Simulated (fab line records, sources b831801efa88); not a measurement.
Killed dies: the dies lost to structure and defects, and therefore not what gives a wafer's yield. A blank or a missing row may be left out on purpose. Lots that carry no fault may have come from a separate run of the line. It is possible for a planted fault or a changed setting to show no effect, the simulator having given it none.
A struck lot beside a sound one | flow sky130 | 15 out of 708 route steps
Sound: the wafers L185.2, L185.4, L185.6. Struck: wafer L175.4 (left out: L175.6, a lot-mate that was not struck); the cause follows at the end.
Per side, at each step with rows, come the tool, then ch with its chambers, and then its first start. Under that, the readings that differ: sound wafers | struck wafers | difference of the means | sigmas: that difference in standard deviations of wafers without a fault.
alike: words and numbers the same on both sides, and readings whose means are apart by under 2 such deviations; not compared: readings that were withheld, readings missing a value for some wafer, numbers with overlapping values and no deviation given by the record, and bounds like >300 which may hide the same value.
The two part at a step that has a row with sigmas, a row that says differs or no value, or rows on one side only. Non-overlapping numbers with no deviation appear without sigmas and do not part them. Lack of a reading on every wafer of one side parts them only where that side has two or more wafers.

first, 3 steps without rows for these wafers: SKY_METAL1_EXPOSE_12 (exposes mask MM1, target cd 140 nm); SKY_METAL1_PEB_13; SKY_METAL1_DEVELOP_14 (develop time 60 s).
SKY_METAL1_CD_MEAS_15 targets a cd of 140 nm.
  sound: cd sem-01 at day 41 13:22; struck: cd sem-01 at day 35 13:34
  alike: cd nm
SKY_METAL1_OVL_MEAS_16:
  sound: overlay-02 at day 41 13:28; struck: overlay-01 at day 35 13:38
  alike: METAL1_OVL
SKY_METAL1_DESCUM_17: chemistry O2, time 8 s.
  sound on rie metal-04 ch 0,1, day 41 13:30; struck on rie metal-02 ch 1, day 35 13:40
  alike: drypump motor current A, oes product au
  not compared: rf hours counter h
SKY_METAL1_ETCH_18: etches BARC in N2/H2, stops on SiO2, time 45.9 s, target depth 60 nm.
  sound on rie metal-04 ch 0,1, day 41 13:32; struck on rie metal-02 ch 1, day 35 13:42
  reading                | sound                | struck | difference | sigmas
  bias w (W)             | 100.05 100.31 100.05 | 99.61  | -0.53      | -2
  throttle valve pct (%) | 13.213 13.217 13.223 | 13.242 | +0.024     | +3
  alike: drypump motor current A, oes product au
  not compared: rf hours counter h
SKY_METAL1_METAL_ETCH_19: etches the open film in Cl2/BCl3, stops on SiO2, target depth 360 nm, time 78 s.
  sound on rie metal-04 ch 0,1, day 41 13:36; struck on rie metal-02 ch 1, day 35 13:47
  alike: bias w, drypump motor current A, oes product au, throttle valve pct
  not compared: rf hours counter h
SKY_METAL1_STRIP_20: strips in O2/N2.
  sound on plasma asher-01 ch 0,1, day 41 13:41; struck on plasma asher-01 ch 1, day 35 13:52
  alike: drypump motor current A, o2 flow sccm, oes product au, strip time to endpoint s
  not compared: rf hours counter h
then, 3 steps without rows for these wafers: SKY_METAL1_STRIP_21 (strips in post etch residue remover, time 1200 s); SKY_METAL1_CLEAN_22 (cleans in IPA, time 180 s); SKY_METAL1_CLEAN_23 (cleans in O3/DIW).
SKY_VIA1_HDPCVD_00: deposits SiO2, target thk 1030 nm, time 171.7 s.
  sound on hdpcvd-02 ch 0,1, day 41 14:17; struck on hdpcvd-02 ch 1, day 35 14:31
  reading                                  | sound          | struck | difference | sigmas
  model.SiO2_of_VIA1_HDPCVD_00.thk nm (nm) | 1007 1027 1017 | 1521   | +504       |
SKY_VIA1_THK_MEAS_01:
  sound: film metro-02 at day 41 14:24; struck: film metro-04 at day 35 14:37
  reading              | sound          | struck | difference | sigmas
  VIA1_HDPCVD_THK (nm) | 1007 1027 1017 | 1522   | +505       | +42
SKY_VIA1_CMP_02: polishes SiO2.
  sound on cmp-01 ch 1,2, day 41 14:30; struck on cmp-01 ch 0, day 35 14:43
  alike: motor current A, platen rpm, slurry flow ml min

WHERE THEY PART
Earliest at SKY_METAL1_ETCH_18; latest, in this record, at SKY_VIA1_THK_MEAS_01. Later steps at which nothing parts them and some readings are alike: SKY_VIA1_CMP_02.

WHY: what had been put in by the simulator
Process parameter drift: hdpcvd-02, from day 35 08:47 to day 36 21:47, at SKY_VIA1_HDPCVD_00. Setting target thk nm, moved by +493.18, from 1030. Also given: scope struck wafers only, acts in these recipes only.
